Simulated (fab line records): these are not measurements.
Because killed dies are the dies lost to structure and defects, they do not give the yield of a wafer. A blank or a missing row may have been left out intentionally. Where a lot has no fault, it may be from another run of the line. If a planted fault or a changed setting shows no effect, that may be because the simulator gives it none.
Which tool is to blame? / flow gf180mcu / 12 lots with 36 wafers sampled at 2 steps, on a route of 602 steps

== WHAT EACH GAUGE READ, for each wafer ==
GF_V2_RS_MEAS_24: measures by four-point-probe.
lot=L075; measured=day 20 15:37; on=film metro-03; V2_W_RS (ohm/sq)=0.308 0.323 0.314
lot=L077; measured=day 21 10:07; on=film metro-03; V2_W_RS (ohm/sq)=0.325 0.328 0.316
lot=L079; measured=day 22 16:47; on=film metro-03; V2_W_RS (ohm/sq)=0.328 0.328 0.327
lot=L083; measured=day 23 23:04; on=film metro-01; V2_W_RS (ohm/sq)=0.330 0.334 0.331
lot=L082; measured=day 24 00:59; on=film metro-02; V2_W_RS (ohm/sq)=0.327 0.327 0.326
lot=L085; measured=day 24 20:07; on=film metro-02; V2_W_RS (ohm/sq)=0.332 0.331 0.335
lot=L088; measured=day 25 03:37; on=film metro-03; V2_W_RS (ohm/sq)=0.327 0.327 0.330
lot=L091; measured=day 25 21:01; on=film metro-03; V2_W_RS (ohm/sq)=0.333 0.330 0.328
lot=L090; measured=day 26 01:49; on=film metro-02; V2_W_RS (ohm/sq)=0.328 0.330 0.331
lot=L093; measured=day 26 15:11; on=film metro-01; V2_W_RS (ohm/sq)=0.312 0.314 0.314
lot=L095; measured=day 27 01:13; on=film metro-03; V2_W_RS (ohm/sq)=0.331 0.333 0.319
lot=L097; measured=day 27 15:23; on=film metro-01; V2_W_RS (ohm/sq)=0.331 0.333 0.332

== WHAT TOOL EACH LOT RAN ON (gives the tool, then ch and the chambers of the sampled wafers, and finally the start) ==
lot=L075; GF_M1_SPUTTER_03=pvd sputter-04, day 16 12:00
lot=L077; GF_M1_SPUTTER_03=pvd sputter-04, day 17 05:43
lot=L079; GF_M1_SPUTTER_03=pvd sputter-01, day 18 11:28
lot=L083; GF_M1_SPUTTER_03=pvd sputter-02, day 19 20:14
lot=L082; GF_M1_SPUTTER_03=pvd sputter-04, day 19 21:00
lot=L085; GF_M1_SPUTTER_03=pvd sputter-02, day 20 20:03
lot=L088; GF_M1_SPUTTER_03=pvd sputter-04, day 21 04:08
lot=L091; GF_M1_SPUTTER_03=pvd sputter-04, day 21 22:37
lot=L090; GF_M1_SPUTTER_03=pvd sputter-01, day 22 04:09
lot=L093; GF_M1_SPUTTER_03=pvd sputter-02, day 22 19:45
lot=L095; GF_M1_SPUTTER_03=pvd sputter-04, day 23 06:57
lot=L097; GF_M1_SPUTTER_03=pvd sputter-01, day 23 23:35
- GF_M1_SPUTTER_03: material Ti, target thk 10 nm, time 6.7 s.

== THE ANSWER, worked out from the rows above alone ==
Rule: what is usual is taken from the lots themselves. The widest of any qualifying gaps counts: lots, ordered by their means at a reading, are off when they make up no more than a third of the lots, leave a main group of 4 or more, and stand apart from it by 3 or more times the standard deviation of that group's means. A main group whose means are all the same, to the digits that the tables above print for the reading, isn't used. Also off: a lot with no number at a reading for which 4 or more lots have one. All remaining lots with rows at the step are treated as sound.
Nothing can be told from this: no lot is off at any reading shown.

== WHAT THE SIMULATOR HAD PUT IN ==
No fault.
